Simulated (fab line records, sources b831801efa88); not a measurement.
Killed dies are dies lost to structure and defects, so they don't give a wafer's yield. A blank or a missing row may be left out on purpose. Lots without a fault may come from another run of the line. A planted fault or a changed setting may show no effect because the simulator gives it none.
Problem report in the 8D (eight disciplines) form, filled by code | flow gf180mcu | the parts of the form that need people (team, actions taken, sign-off) are left out

1. THE PROBLEM
NSD_RS at GF_PSD_RS_MEAS_14 reads a mean of 73.36 ohm/sq on 6 wafers of 2 lots; wafers without a fault read 46.19 ohm/sq with a standard deviation of 0.1. That is +99 or more standard deviations from the usual mean.
The step: measures by four-point-probe.
First seen on wafer L553.1, day 20 02:03, on film_metro-02. The record holds 33 wafers of 11 lots with a number at this step. Rule for "out", or "out of limits": more than 4 standard deviations from the usual mean. The other wafers with a number count as sound.

2. WHAT IT IS AND WHAT IT IS NOT
question                    | is                     | is not
which readings at this step | NSD_RS                 | -
which lots                  | L553, L554             | L537, L538, L542, L543, L546, L552, L556, L559, L560
which wafers of those lots  | all that have a number | -
read on which gauges        | film_metro-02          | film_metro-01, film_metro-03
when                        | from day 20 02:03      | up to then (18 sound wafers); but 9 sound wafers of L556, L559, L560 came after

3. SUSPECTS, AND WHAT RULES EACH OUT
Counting: a tool at a process step up to the reading stays a suspect if it ran every lot that is out and no sound lot after the first of them.
- the gauge at GF_PSD_RS_MEAS_14: ruled out. All the wafers that are out were read on film_metro-02, but those of them that GF_NSD_IMPLANT_09 has rows for are out there too, on other tools.
- implanter-03 at GF_NSD_IMPLANT_09: kept. It ran every lot that is out, first L553 (day 19 00:34), and no sound lot after that; its last sound lot up to then is L552 (day 18 16:22). Its own readings are out on those wafers: dose_ions_cm2, faraday_current_uA.
Left after counting: implanter-03 at GF_NSD_IMPLANT_09.

4. THE CAUSE (what the simulator had put in)
Process parameter drift: implanter-03, from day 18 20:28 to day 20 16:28, at GF_NSD_IMPLANT_09. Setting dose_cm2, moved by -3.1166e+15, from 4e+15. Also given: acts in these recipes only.
Counting left only this tool.

5. THE CHAIN OF EFFECTS, in route order
Each row: a reading whose mean over the struck wafers that have a number lies more than 3 standard deviations from the usual. Only readings for which the record gives a usual standard deviation are gone through. hours: the time from each lot's start at the first step in this table that gives one to its start at this step, as a median over the lots. sigmas: the change in usual standard deviations.
hours | step              | reading                  | usual        | on struck wafers | change     | sigmas
0     | GF_NSD_IMPLANT_09 | beam_on_s                | 19.0 s       | 10.0             | -9.0       | -3.8
0     | GF_NSD_IMPLANT_09 | dose_ions_cm2            | 4.001e+15    | 8.832e+14        | -3.118e+15 | -99 or more
0     | GF_NSD_IMPLANT_09 | faraday_current_uA       | 11694        | 4902             | -6792      | -4.9
0     | GF_NSD_STRIP_11   | oes_product_au           | 0.487 a.u.   | 0.560            | +0.073     | +16
0     | GF_NSD_STRIP_11   | strip_time_to_endpoint_s | 22.96 s      | 17.79            | -5.17      | -99 or more
26    | GF_PSD_RS_MEAS_14 | NSD_RS                   | 46.19 ohm/sq | 73.36            | +27.17     | +99 or more
The process steps in it:
- GF_NSD_IMPLANT_09
- GF_NSD_STRIP_11: strips in O2/N2.

6. WHAT WOULD HAVE CAUGHT IT SOONER
In this record the first reading out of limits at a measuring or inspecting step was taken at day 20 02:03, 30 hours after the fault began at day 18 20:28.
The tool's own readings at GF_NSD_IMPLANT_09 were out on every struck wafer that the step has a row for (dose_ions_cm2, faraday_current_uA): an alarm limit on them would have fired on the first of those.
All the lots that are out (2) had begun GF_NSD_IMPLANT_09 on implanter-03 by day 20 02:03. A hold on the tool at that time would have spared none of them.
